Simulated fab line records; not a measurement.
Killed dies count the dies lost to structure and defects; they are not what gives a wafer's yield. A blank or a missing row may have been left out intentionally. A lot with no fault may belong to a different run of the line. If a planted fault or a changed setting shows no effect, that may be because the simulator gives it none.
8D (eight disciplines) problem report, filled in by code || flow sky130 || the parts of the form that need people (team, actions taken, sign-off) are left out

== 1. WHAT WENT WRONG ==
SKY_RES_PROTECT_SOFTBAKE_03, heater_power_total_W: mean 58.39 W over 1 wafer from 1 lot; wafers with no fault: 56.59 W, standard deviation 0.042. That puts it +43 standard deviations away from the usual mean.
The step: time 60 s.
The first sign was on wafer L538.2 at day 19 14:25, on litho_track-04. At this step, 35 wafers from 12 lots have a number in the record. By rule, "out" or "out of limits" means more than 4 standard deviations away from the usual mean. The rest of the wafers with a number are treated as sound.

== 2. WHAT IT IS; WHAT IT IS NOT ==
{"question": "which readings at this step", "is": "heater_power_total_W, run_length_s", "is not": "resist_line_temp_C"}
{"question": "which lots", "is": "L538", "is not": "L527, L528, L529, L541, L542, L544, L545, L546, L547, L548, L549"}
{"question": "which wafers of those lots", "is": "L538.2", "is not": "L538.6"}
{"question": "read on which tools", "is": "litho_track-04", "is not": "litho_track-02, litho_track-03"}
{"question": "when", "is": "from day 19 14:25", "is not": "up to then (10 sound wafers); but 24 sound wafers of L541, L542, L544, L545, L546, L547, L548, L549 came after"}

== 3. THE SUSPECTS, EACH WITH WHAT RULES IT OUT ==
Counting: if a tool at a process step up to the reading ran every lot that is out, it stays a suspect. Sound lots after the first of them don't rule it out here, since some wafers of a struck lot are sound.
- plasma_asher-03 at SKY_VT_ADJUST_PCH_STRIP_09 (strips in O2/N2): kept. It ran the lot that is out, L538 (day 14 16:14); its last sound lot up to then is L528 (day 12 12:59).
- litho_track-04 at SKY_RES_PROTECT_SOFTBAKE_03 (time 60 s): kept. It ran the lot that is out, L538 (day 19 14:25); its last sound lot up to then is L529 (day 16 20:22). On those wafers its own readings are out: heater_power_total_W, run_length_s.
Remaining after the count are plasma_asher-03 at SKY_VT_ADJUST_PCH_STRIP_09 and litho_track-04 at SKY_RES_PROTECT_SOFTBAKE_03.

== 4. THE CAUSE (what the simulator had put in) ==
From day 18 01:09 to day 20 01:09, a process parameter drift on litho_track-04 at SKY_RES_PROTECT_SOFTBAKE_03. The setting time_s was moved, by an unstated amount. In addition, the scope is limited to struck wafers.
Of the 2 suspects that counting leaves, this tool is one.

== 5. THE EFFECT CHAIN, in route order ==
One row per reading whose mean, taken over the struck wafers that have a number, lies over 3 standard deviations from the usual. Scope: only readings with a usual standard deviation given in the record; hours: median across lots of the time from each lot's start at the first step in this table that gives one to its start at this step; sigmas: change in usual standard deviations.
{"hours": 0, "step": "SKY_RES_PROTECT_SOFTBAKE_03", "reading": "heater_power_total_W", "usual": "56.59 W", "on struck wafers": 58.39, "change": "+1.80", "sigmas": "+43"}
{"hours": 0, "step": "SKY_RES_PROTECT_SOFTBAKE_03", "reading": "run_length_s", "usual": "89.22 s", "on struck wafers": 83.49, "change": -5.73, "sigmas": -23}
It contains these process steps:
- SKY_RES_PROTECT_SOFTBAKE_03: time 60 s.

== 6. WHAT WOULD HAVE CAUGHT IT SOONER ==
In this record no reading fell out of limits until day 19 14:25, 37 hours after the fault had begun at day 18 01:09.
